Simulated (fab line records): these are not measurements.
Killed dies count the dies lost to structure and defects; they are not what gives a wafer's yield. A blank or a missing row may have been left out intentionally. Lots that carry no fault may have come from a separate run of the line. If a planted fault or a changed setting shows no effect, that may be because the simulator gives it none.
Comparing a struck lot with a sound one    flow sky130    14 out of 708 route steps
Sound: wafers L500.3, L500.4, L500.5. Struck: wafers L487.1, L487.3, L487.4. At the end, the cause is stated.
Order at every step that has rows: each side's tool, ch and its chambers, its first start. Under that, the readings that differ: sound wafers    struck wafers    difference of the means    sigmas: that difference in standard deviations of wafers without a fault.
alike: same words and numbers on both sides, and readings whose means sit less than 2 such deviations apart. not compared: any withheld reading, any reading some wafer has no value for, any bound like >300 that may hide the same value, and any number with overlapping values for which the record gives no deviation.
Wherever a step has rows on one side only, a row that says differs or no value, or a row with sigmas, the two part there. When numbers do not overlap yet have no deviation, they are printed without sigmas and do not part them. A reading that every wafer of one side lacks parts them only if that side has two wafers or more.

SKY_METAL4_SPUTTER_04: material TiN, target thk 70 nm, time 58.3 s.
  sound on pvd sputter-04 at day 45 09:23; struck on pvd sputter-02 at day 42 03:14
  alike: throttle valve pct
SKY_CAP2M_CVD_00: deposits SiO2, target thk 15.5 nm.
  sound on pecvd-01 ch 0,2, day 45 09:26; struck on pecvd-02 ch 0,2, day 42 03:17
  alike: heater power w
SKY_CAP2M_THK_MEAS_01:
  sound on film metro-04 at day 45 09:29; struck on film metro-02 at day 42 03:19
  alike: CAP2M_CVD_00_THK
SKY_CAP2M_SPUTTER_02: material TiN, target thk 200 nm, time 166.7 s.
  sound on pvd sputter-01 at day 45 09:31; struck on pvd sputter-01 at day 42 03:22
  alike: throttle valve pct
SKY_CAP2M_RS_MEAS_03: measures by four-point-probe.
  sound on film metro-03 at day 45 09:40; struck on film metro-03 at day 42 03:29
  alike: CAP2M_TIN_RS
SKY_CAP2M_THK_MEAS_04: measures by xrf.
  sound on film metro-03 at day 45 09:46; struck on film metro-03 at day 42 03:36
  alike: CAP2M_TIN_THK
then, 6 steps without rows for these wafers: SKY_CAP2M_DEHYDRATE_05 (time 60 s); SKY_CAP2M_HMDS_06 (prime time 60 s); SKY_CAP2M_COAT_07 (resist thk 1140 nm); SKY_CAP2M_SOFTBAKE_08 (time 60 s); SKY_CAP2M_EXPOSE_09 (exposes mask CAP2M, target cd 1000 nm); SKY_CAP2M_PEB_10.
SKY_CAP2M_DEVELOP_11: develop time 60 s.
  sound on litho track-02 ch 0, day 46 06:04; struck on litho track-03, day 43 01:55
  no value came back on the struck wafers for chill plate temp C (C), develop time s (s); on the sound wafers chill plate temp C (C) reads 22.94 22.97 22.99
SKY_CAP2M_OVL_MEAS_12:
  sound on overlay-01 at day 46 06:11; struck on overlay-02 at day 43 02:04
reading         sound        struck  difference                     sigmas
CAP2M_OVL (nm)  1.7 2.2 2.5  - - -   no value on the struck wafers  

## WHERE THEY PART
Last at SKY_CAP2M_OVL_MEAS_12 as far as this record goes, first at SKY_CAP2M_DEVELOP_11.

WHY: what the simulator had put in
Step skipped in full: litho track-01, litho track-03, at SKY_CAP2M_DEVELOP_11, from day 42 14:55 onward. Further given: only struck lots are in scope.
